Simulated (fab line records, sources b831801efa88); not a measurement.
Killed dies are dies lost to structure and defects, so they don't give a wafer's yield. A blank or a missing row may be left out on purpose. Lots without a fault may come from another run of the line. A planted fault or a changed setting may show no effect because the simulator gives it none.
fab line records | flow sky130
record lots=6 wafers=18 last_day=50
route steps=708 shown FIELD_ISO@31 NWELL@32 DNWELL@35 PWDE@45
lots that met no fault: from a run of the same line without faults
start_h: hours from the record's first day to the start of the lot's first wafer shown | wait_h: hours since the lot's step before | " the same as in the row above | L1.1+2: a row that stands for several wafers | - no value, or no start given | * or withheld: withheld | < > ~ a bound
route shown NAME@n: a module of which the file shows steps, and the number in the route of the first | usual: mean/standard deviation of fault-free wafers | same: alike in all rows | chamber/n: place in a boat | sites: the reading at each site | _std_site: their standard deviation | _edge_site: outer sites' mean less inner sites' | radius_mm: how far each site lies from the wafer's centre | mask NAME#n: copy n | behind: the tool/chamber that last shaped the wafer | hold: why the lot was held/for how many hours/how that ended | device: the transistor (n, p or np) that didn't switch | end of line: the same wafers' tests at the end of the route | a step without rows: its recipe alone | killed: dies lost to structure and defects at the first sort, not the wafer's yield | map: a wafer's dies, x killed, . not, _ none there
set.NAME: the setting as run; set.NAME@STEP: as run at that earlier step | model.NAME: the simulator's own value behind a step, which no gauge read
lots at some steps of the route; a table a step, a row a wafer
services: from which hour (start_h, from the record's first day; less than 0 if before it) a tool's chamber was out of use, for how many hours, and why
## steps
# step SKY_FIELD_ISO_WET_ETCH_30
# recipe chemistry=dHF target_depth_nm=25 target=SiO2 dilution=10:1 temp_c=25 time_s=50
# step SKY_NWELL_CLEAN_00
# recipe chemistry=SC1/SC2 mix=1:4:20 temp_c=70 time_s=150 dry=n2_spin
# step SKY_NWELL_OXIDATION_01
# recipe temp_c=900 ambient=O2 stabilise_s=600 purge_s=300 target_thk_a=100 ox_time_s=1418
# step SKY_NWELL_THK_MEAS_02
# recipe reads=SiO2_of_NWELL_OXIDATION_01
# usual NWELL_OXIDATION_THK=10.01/0.18
# columns lot.wafer tool chamber start_h wait_h NWELL_OXIDATION_THK[nm]
L827.1 film_metro-03 - 68.68 0.0 10.15
L827.2 " - " " 10.16
L827.6 " - " " 10.33
L828.1 film_metro-01 - 76.54 0.0 9.83
L828.4 " - " " 9.98
L828.5 " - " " 10.19
L834.3 film_metro-03 - 104.58 0.0 10.05
L834.5 " - " " 10.25
L834.6 " - " " 10.08
L838.1 film_metro-03 - 138.75 0.0 9.73
L838.2 " - " " 9.87
L838.6 " - " " 9.84
L841.1 film_metro-04 - 159.33 0.0 9.82
L841.4 " - " " 9.77
L841.6 " - " " 9.93
L844.1 film_metro-04 - 168.11 0.0 9.64
L844.4 " - " " 9.71
L844.6 " - " " 9.61
# step SKY_DNWELL_DEHYDRATE_00
# recipe temp_c=200 time_s=60
# step SKY_DNWELL_HMDS_01
# recipe prime_time_s=60 prime_temp_c=120
# step SKY_DNWELL_COAT_02
# recipe spin_rpm=2000 resist_thk_nm=3000
# step SKY_DNWELL_SOFTBAKE_03
# recipe temp_c=110 time_s=withheld
# step SKY_DNWELL_EXPOSE_04
# recipe mask_id=DNM na=0.57 target_cd_nm=3000 dose_mj=222
# step SKY_DNWELL_PEB_05
# recipe temp_c=115 time_s=withheld
# step SKY_DNWELL_DEVELOP_06
# recipe wall_angle_deg=90 developer=TMAH develop_time_s=60 dev_temp_c=23
# step SKY_DNWELL_IMPLANT_07
# recipe species=P energy_kev=withheld dose_cm2=withheld tilt_deg=withheld
# step SKY_DNWELL_STRIP_08
# recipe chemistry=O2/N2 power_w=1400 pressure_mtorr=1500 platen_temp_c=withheld o2_flow_sccm=3000 n2_flow_sccm=300 overash_fraction=0.5
# usual chamber_pressure_mTorr=1500.1/1.4 drypump_motor_current_A=5.74/0.26 oes_product_au=0.723/0.0043 strip_time_to_endpoint_s=36.92/0.091
# columns lot.wafer tool chamber start_h wait_h chamber_pressure_mTorr drypump_motor_current_A oes_product_au rf_hours_counter_h strip_time_to_endpoint_s model.coat_of_DNWELL_COAT_02.thk_nm
L827.1 plasma_asher-04 1 85.40 0.1 - - - - - 2991
L827.2 " 0 " " - - - - - 2994
L827.6 " 1 " " - - - - - 2990
L828.1 plasma_asher-03 1 92.90 0.1 - - - - - 2997
L828.4 " 1 " " - - - - - 2998
L828.5 " 1 " " - - - - - 3006
L834.3 plasma_asher-01 1 122.79 0.1 1500.4 5.27 0.718 - 36.99 0
L834.5 " 1 " " 1499.1 5.29 0.720 - 37.02 0
L834.6 " 0 " " 1500.1 5.75 0.723 - 36.99 0
L838.1 plasma_asher-03 0 157.35 0.1 1498.7 6.07 0.728 48 36.94 0
L838.2 " 1 " " 1499.3 5.70 0.729 48 36.97 0
L838.6 " 0 " " 1500.3 6.08 0.713 - 36.86 0
L841.1 plasma_asher-03 1 179.25 0.1 1499.0 5.71 0.724 50 36.87 0
L841.4 " 1 " " 1499.9 5.71 0.722 - 36.91 0
L841.6 " 1 " " 1499.9 5.68 0.723 - 37.01 0
L844.1 plasma_asher-01 1 188.90 0.1 1499.5 5.29 0.720 7 36.83 0
L844.4 " 0 " " 1498.2 5.79 0.729 - 36.91 0
L844.6 " 0 " " 1500.1 5.77 0.721 - 36.94 0
# step SKY_DNWELL_TW_MEAS_09
# usual DNWELL_TW=1119/15
# columns lot.wafer tool chamber start_h wait_h DNWELL_TW
L827.1 film_metro-01 - 85.50 0.1 1146
L827.2 " - " " 1146
L827.6 " - " " 1150
L828.1 film_metro-03 - 93.00 0.1 1114
L828.4 " - " " 1108
L828.5 " - " " 1113
L834.3 film_metro-01 - 122.87 0.1 1121
L834.5 " - " " 1126
L834.6 " - " " 1124
L838.1 film_metro-04 - 157.45 0.1 1120
L838.2 " - " " 1119
L838.6 " - " " 1117
L841.1 film_metro-03 - 179.35 0.1 1116
L841.4 " - " " 1115
L841.6 " - " " 1113
L844.1 film_metro-01 - 189.00 0.1 1125
L844.4 " - " " 1133
L844.6 " - " " 1137
# step SKY_PWDE_DEHYDRATE_00
# recipe temp_c=200 time_s=60
# step SKY_PWDE_HMDS_01
# recipe prime_time_s=60 prime_temp_c=120
# step SKY_PWDE_COAT_02
# recipe spin_rpm=2000 resist_thk_nm=3000
# step SKY_PWDE_SOFTBAKE_03
# recipe temp_c=110 time_s=withheld
# step SKY_PWDE_EXPOSE_04
# recipe mask_id=PWDEM na=0.6 source_shape=conventional sigma_outer=0.6 polarization=unpolarized target_cd_nm=840 dose_mj=214
# step SKY_PWDE_PEB_05
# recipe temp_c=115 time_s=withheld
# step SKY_PWDE_DEVELOP_06
# recipe wall_angle_deg=90 developer=TMAH develop_time_s=60 dev_temp_c=23
# step SKY_PWDE_OVL_MEAS_07
# usual PWDE_OVL=-0.4/1.3
# columns lot.wafer tool chamber start_h wait_h PWDE_OVL[nm]
L827.1 overlay-01 - 102.06 - -1.1
L827.2 " - " " 0.3
L827.6 " - " " -0.2
L828.1 overlay-02 - 110.18 - -0.2
L828.4 " - " " -0.3
L828.5 " - " " 0.2
L834.3 overlay-02 - 141.57 - -1.3
L834.5 " - " " -1.6
L834.6 " - " " -1.2
L838.1 overlay-02 - 176.75 - -1.9
L838.2 " - " " -2.8
L838.6 " - " " -2.4
L841.1 overlay-02 - 200.28 - -2.2
L841.4 " - " " -0.4
L841.6 " - " " -0.9
L844.1 overlay-01 - 210.00 - 0.7
L844.4 " - " " -0.4
L844.6 " - " " -1.2
# step SKY_PWDE_IMPLANT_08
# recipe species=B energy_kev=150 dose_cm2=3.6e+12 tilt_deg=withheld
# step SKY_PWDE_STRIP_09
# recipe chemistry=O2/N2 power_w=1400 pressure_mtorr=1500 platen_temp_c=withheld o2_flow_sccm=3000 n2_flow_sccm=300 overash_fraction=0.5
# usual chamber_pressure_mTorr=1500.1/1.5 drypump_motor_current_A=5.81/0.27 oes_product_au=0.722/0.0046 strip_time_to_endpoint_s=36.89/0.085
# columns lot.wafer tool chamber start_h wait_h chamber_pressure_mTorr drypump_motor_current_A oes_product_au rf_hours_counter_h strip_time_to_endpoint_s
L827.1 plasma_asher-02 0 102.24 0.1 1499.5 6.13 0.738 28 81.04
L827.2 " 1 " " 1500.7 5.49 0.742 28 81.18
L827.6 " 0 " " 1502.9 6.12 0.743 - 81.06
L828.1 plasma_asher-03 1 110.37 0.1 1497.7 5.70 0.735 43 81.08
L828.4 " 1 " " 1500.5 5.70 0.732 - 81.08
L828.5 " 1 " " 1499.5 5.71 0.734 - 81.18
L834.3 plasma_asher-03 1 141.77 0.1 1497.4 5.71 0.724 - 36.82
L834.5 " 0 " " 1499.8 6.05 0.727 - 36.84
L834.6 " 1 " " 1499.1 5.67 0.721 - 36.78
L838.1 plasma_asher-02 1 176.94 0.1 1501.0 5.48 0.725 36 36.96
L838.2 " 0 " " 1498.9 6.11 0.717 36 36.90
L838.6 " 0 " " 1500.5 6.11 0.724 - 36.85
L841.1 plasma_asher-02 1 200.47 0.1 1501.7 5.48 0.731 38 36.96
L841.4 " 1 " " 1498.6 5.47 0.720 - 36.91
L841.6 " 0 " " 1500.7 6.12 0.709 - 36.97
L844.1 plasma_asher-04 1 210.19 0.1 1499.1 5.92 0.725 52 37.02
L844.4 " 0 " " 1499.1 5.51 0.724 - 36.96
L844.6 " 1 " " 1499.2 5.93 0.724 - 37.04
# step SKY_PWDE_TW_MEAS_10
# usual PWDE_TW=375/4.4
# columns lot.wafer tool chamber start_h wait_h PWDE_TW
L827.1 film_metro-03 - 102.34 0.1 30
L827.2 " - " " 30
L827.6 " - " " 30
L828.1 film_metro-04 - 110.47 0.1 30
L828.4 " - " " 30
L828.5 " - " " 30
L834.3 film_metro-03 - 141.86 0.1 371
L834.5 " - " " 370
L834.6 " - " " 368
L838.1 film_metro-01 - 177.04 0.1 378
L838.2 " - " " 378
L838.6 " - " " 379
L841.1 film_metro-03 - 200.57 0.1 369
L841.4 " - " " 373
L841.6 " - " " 373
L844.1 film_metro-04 - 210.29 0.1 375
L844.4 " - " " 376
L844.6 " - " " 372
# step SKY_NWELL_DEHYDRATE_03
# recipe temp_c=200 time_s=60
## services
# columns tool chamber start_h hours kind
plasma_asher-01 - 108.75 9.0 pm
plasma_asher-01 0 108.75 9.0 vent_cycle
plasma_asher-01 1 108.75 9.0 vent_cycle
plasma_asher-01 0 117.75 - clean
plasma_asher-01 1 117.75 - clean
plasma_asher-01 - 171.49 0.9 repair
## key
first_sign step=SKY_DNWELL_STRIP_08 reading=tool_record direction=missing
effect step=SKY_PWDE_STRIP_09 reading=strip_time_to_endpoint_s direction=up sigmas=99+ usual=* struck=*
effect step=SKY_PWDE_TW_MEAS_10 reading=PWDE_TW direction=down sigmas=78 usual=375 struck=30
model_effect step=SKY_DNWELL_STRIP_08 value=coat_of_DNWELL_COAT_02.thk_nm without=0 struck=2996
met_at SKY_DNWELL_STRIP_08
struck_wafers L827.1,L827.2,L827.6,L828.1,L828.4,L828.5
sort_left_out L827.1,L827.2,L827.6,L828.1,L828.4,L828.5
tester_left_out L827,L828
fault kind=skipped_step_whole tool=plasma_asher-03,plasma_asher-04 chamber=- onset_h=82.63 steps=SKY_DNWELL_STRIP_08 scope=struck_lots_only
# tester_left_out: of these lots the tester's yield and bins aren't shown, on N5 and GAA mostly nor the transistor test; their killed dies are dies lost to structure and defects alone, not to doping, threshold or leakage, so they don't give the yield
# sort_left_out: the simulated sort isn't trusted on such a fault, so these wafers' sort isn't shown, and their yield isn't known
